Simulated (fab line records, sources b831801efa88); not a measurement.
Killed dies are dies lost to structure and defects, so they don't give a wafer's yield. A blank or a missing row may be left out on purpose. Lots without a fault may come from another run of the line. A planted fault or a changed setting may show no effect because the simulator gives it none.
Which tool did it? | flow sky130 | 13 lots, 37 wafers sampled, at 5 steps of a route of 708

WHAT THE GAUGES READ, wafer by wafer
SKY_SONOS_TUNNEL_OVL_MEAS_08.
lot  | measured     | on         | SONOS_TUNNEL_OVL (nm)
L698 | day 10 22:10 | overlay-02 | 0.9 1.0 0.6
L699 | day 11 06:01 | overlay-02 | 2.6 1.4 1.8
L700 | day 11 13:16 | overlay-01 | -0.5 -1.1 -0.8
L702 | day 12 10:06 | overlay-02 | 0.9 0.1 -0.2
L703 | day 12 12:46 | overlay-01 | 2.3 2.7 3.2
L704 | day 12 23:26 | overlay-01 | -1.5 0.6
L705 | day 13 11:56 | overlay-02 | 0.3 2.2
L712 | day 17 01:31 | overlay-01 | 0.7 -1.3 -1.4
L714 | day 17 20:58 | overlay-01 | -0.4 -0.8 -0.2
L715 | day 17 21:39 | overlay-02 | 1.4 0.5 0.2
L717 | day 18 12:16 | overlay-01 | 2.7 3.1 1.6
L718 | day 19 01:51 | overlay-02 | -0.5 0.9 -1.1
L720 | day 20 00:05 | overlay-01 | 0.3 -0.5 -1.0

SKY_SONOS_ONO_CD_MEAS_13: target cd 410 nm.
lot  | measured     | on        | cd_nm (nm)
L698 | day 12 05:59 | cd_sem-01 | 409.5 408.9 408.1
L699 | day 12 13:11 | cd_sem-02 | 404.6 407.4 406.0
L700 | day 12 19:31 | cd_sem-02 | 408.8 409.7 408.3
L702 | day 13 19:07 | cd_sem-02 | 412.0 413.2 411.7
L703 | day 13 21:06 | cd_sem-02 | 411.2 411.4 411.9
L704 | day 14 07:37 | cd_sem-02 | 336.3 337.9
L705 | day 14 19:44 | cd_sem-02 | 409.2 333.1
L712 | day 18 14:55 | cd_sem-01 | 404.4 408.4 406.9
L714 | day 19 15:44 | cd_sem-02 | 409.3 408.5 410.2
L715 | day 19 15:59 | cd_sem-01 | 409.6 407.7 409.2
L717 | day 20 05:25 | cd_sem-02 | 411.2 413.4 413.4
L718 | day 20 14:50 | cd_sem-01 | 413.1 411.8 410.6
L720 | day 21 11:52 | cd_sem-02 | 411.1 412.3 413.0

SKY_GATE_OXIDE_OVL_MEAS_10.
lot  | measured     | on         | GATE_OXIDE_OVL (nm)
L698 | day 13 09:14 | overlay-01 | 2.9 2.0 2.5
L699 | day 13 17:53 | overlay-01 | 4.6 3.6 2.5
L700 | day 13 22:47 | overlay-02 | -1.0 0.4 0.6
L702 | day 14 23:02 | overlay-02 | -0.9 0.3 -1.5
L703 | day 15 01:26 | overlay-02 | 1.5 1.4 1.0
L704 | day 15 13:22 | overlay-01 | 1.3 1.1
L705 | day 16 01:57 | overlay-02 | 1.1 1.5
L712 | day 20 01:30 | overlay-01 | 1.0 0.0 0.6
L714 | day 21 00:11 | overlay-02 | -0.1 1.5 1.0
L715 | day 21 00:58 | overlay-01 | 2.0 2.1 2.5
L717 | day 21 15:59 | overlay-01 | 1.2 1.5 1.9
L718 | day 21 23:28 | overlay-01 | -0.6 0.4 -0.7
L720 | day 22 19:50 | overlay-01 | -2.3 -2.3 -0.9

WHICH TOOL RAN EACH LOT (tool, then ch and the chambers of the sampled wafers, then the start)
lot  | SKY_VT_ADJUST_HVTR_STRIP_10          | SKY_SONOS_ONO_EXPOSE_10
L698 | plasma_asher-02 ch 0,1, day 9 03:21  | iline_stepper-02 ch 0, day 11 18:18
L699 | plasma_asher-01 ch 1, day 9 09:11    | iline_stepper-01 ch 0, day 12 01:16
L700 | plasma_asher-02 ch 0,1, day 9 15:40  | iline_stepper-02 ch 0, day 12 07:56
L702 | plasma_asher-01 ch 0,1, day 10 09:45 | iline_stepper-02 ch 0, day 13 05:30
L703 | plasma_asher-04 ch 0,1, day 10 13:56 | iline_stepper-01 ch 0, day 13 07:59
L704 | plasma_asher-01 ch 0,1, day 10 22:43 | iline_stepper-02 ch 0, day 13 18:45
L705 | plasma_asher-02 ch 0,1, day 11 10:26 | iline_stepper-02 ch 0, day 14 06:47
L712 | plasma_asher-01 ch 0,1, day 14 17:41 | iline_stepper-02 ch 0, day 17 23:17
L714 | plasma_asher-01 ch 0,1, day 15 11:29 | iline_stepper-01 ch 0, day 19 00:01
L715 | plasma_asher-04 ch 0,1, day 15 11:32 | iline_stepper-01 ch 0, day 19 00:07
L717 | plasma_asher-04 ch 0,1, day 16 01:24 | iline_stepper-02 ch 0, day 19 14:12
L718 | plasma_asher-04 ch 0,1, day 16 14:08 | iline_stepper-01 ch 0, day 20 00:26
L720 | plasma_asher-01 ch 0,1, day 17 11:53 | iline_stepper-01 ch 0, day 20 20:04
- SKY_VT_ADJUST_HVTR_STRIP_10: strips in O2/N2.
- SKY_SONOS_ONO_EXPOSE_10: exposes mask ONOM, target cd 410 nm.

WHAT THE TOOLS THEMSELVES READ (means of the sampled wafers that have a number; where no wafer has one, the mark that the record gives instead)
SKY_VT_ADJUST_HVTR_STRIP_10.
lot  | tool            | drypump_motor_current_A (A) | oes_product_au (a.u.) | strip_time_to_endpoint_s (s)
L698 | plasma_asher-02 | 6.1                         | 0.713                 | 14.183
L699 | plasma_asher-01 | 6.6                         | 0.714                 | 14.151
L700 | plasma_asher-02 | 6.0                         | 0.719                 | 14.147
L702 | plasma_asher-01 | 6.3                         | 0.714                 | 14.200
L703 | plasma_asher-04 | 5.8                         | 0.717                 | 14.193
L704 | plasma_asher-01 | 6.1                         | 0.718                 | 14.188
L705 | plasma_asher-02 | 6.0                         | 0.711                 | 14.159
L712 | plasma_asher-01 | 5.9                         | 0.719                 | 14.160
L714 | plasma_asher-01 | 5.9                         | 0.719                 | 14.180
L715 | plasma_asher-04 | 5.7                         | 0.714                 | 14.158
L717 | plasma_asher-04 | 5.7                         | 0.716                 | 14.195
L718 | plasma_asher-04 | 5.8                         | 0.714                 | 14.180
L720 | plasma_asher-01 | 5.9                         | 0.717                 | 14.158

THE ANSWER, worked out from the rows above alone
Rule: what is usual is taken from the lots themselves. Put in order of their means at a reading, lots are off if they are a third of the lots or fewer, leave a main group of 4 or more, and stand apart from it by a gap of 3 or more times the standard deviation of the main group's means; of several such gaps the widest counts. A main group whose means are all the same, to the digits that the tables above print for the reading, isn't used. A lot without any number at a reading at which 4 lots or more have one is off too. The other lots that the step has rows for count as sound. The gauges are gone through in route order, then the tools' own readings, and for those a lot's mean is taken as printed above. The first step at which some lot is off is used, and at that step the reading that is off furthest; a lot without a number counts as furthest.
Off: L704, L705, at SKY_SONOS_ONO_CD_MEAS_13 (cd_nm). The main group: mean 409.9 nm, standard deviation 2.2.
A tool fits if, at a process step before that reading, it ran every lot that is off, and no sound lot after the first of them. The gauges at SKY_SONOS_ONO_CD_MEAS_13 are tried like those tools. None of those tried fits.

WHAT THE SIMULATOR HAD PUT IN
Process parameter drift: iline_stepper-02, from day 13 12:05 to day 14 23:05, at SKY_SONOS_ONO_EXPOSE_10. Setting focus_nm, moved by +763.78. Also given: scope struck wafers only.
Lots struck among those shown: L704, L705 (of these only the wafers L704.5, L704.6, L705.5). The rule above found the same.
